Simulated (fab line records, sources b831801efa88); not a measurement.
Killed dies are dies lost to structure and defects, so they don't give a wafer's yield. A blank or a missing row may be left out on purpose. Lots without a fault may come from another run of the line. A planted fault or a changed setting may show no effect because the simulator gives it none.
Which tool did it? | flow sky130 | 6 lots, 18 wafers sampled, at 3 steps of a route of 708

WHAT THE GAUGES READ, wafer by wafer
SKY_VT_ADJUST_PCH_TW_MEAS_10.
lot  | measured     | on            | VT_ADJUST_PCH_TW
L242 | day 11 15:53 | film_metro-03 | 152.5 151.7 151.8
L244 | day 12 04:18 | film_metro-02 | 141.8 141.7 141.1
L251 | day 15 02:46 | film_metro-03 | 142.4 142.4 143.4
L255 | day 16 01:45 | film_metro-03 | 143.0 143.8 143.6
L256 | day 16 11:47 | film_metro-04 | 144.5 144.2 144.1
L258 | day 17 00:04 | film_metro-04 | 142.9 142.7 143.0

WHICH TOOL RAN EACH LOT (tool, then ch and the chambers of the sampled wafers, then the start)
lot  | SKY_NWELL_RTA_28                 | SKY_VT_ADJUST_PCH_IMPLANT_08
L242 | rtp_anneal-01 ch 0, day 6 09:38  | implanter-03 ch 0, day 11 15:40
L244 | rtp_anneal-02 ch 0, day 6 20:59  | implanter-01 ch 0, day 12 04:04
L251 | rtp_anneal-02 ch 0, day 9 02:49  | implanter-01 ch 0, day 15 02:31
L255 | rtp_anneal-01 ch 0, day 9 20:56  | implanter-03 ch 0, day 16 01:30
L256 | rtp_anneal-01 ch 0, day 10 02:52 | implanter-02 ch 0, day 16 11:35
L258 | rtp_anneal-02 ch 0, day 10 12:10 | implanter-02 ch 0, day 16 23:49
- SKY_NWELL_RTA_28: time 30 s.
- SKY_VT_ADJUST_PCH_IMPLANT_08

THE ANSWER, worked out from the rows above alone
Rule: what is usual is taken from the lots themselves. Put in order of their means at a reading, lots are off if they are a third of the lots or fewer, leave a main group of 4 or more, and stand apart from it by a gap of 3 or more times the standard deviation of the main group's means; of several such gaps the widest counts. A main group whose means are all the same, to the digits that the tables above print for the reading, isn't used. A lot without any number at a reading at which 4 lots or more have one is off too. The other lots that the step has rows for count as sound.
Off: L242, at SKY_VT_ADJUST_PCH_TW_MEAS_10 (VT_ADJUST_PCH_TW). The main group: mean 143.0, standard deviation 0.9.
A tool fits if, at a process step before that reading, it ran every lot that is off, and no sound lot after the first of them. The gauges at SKY_VT_ADJUST_PCH_TW_MEAS_10 are tried like those tools. None of those tried fits.

WHAT THE SIMULATOR HAD PUT IN
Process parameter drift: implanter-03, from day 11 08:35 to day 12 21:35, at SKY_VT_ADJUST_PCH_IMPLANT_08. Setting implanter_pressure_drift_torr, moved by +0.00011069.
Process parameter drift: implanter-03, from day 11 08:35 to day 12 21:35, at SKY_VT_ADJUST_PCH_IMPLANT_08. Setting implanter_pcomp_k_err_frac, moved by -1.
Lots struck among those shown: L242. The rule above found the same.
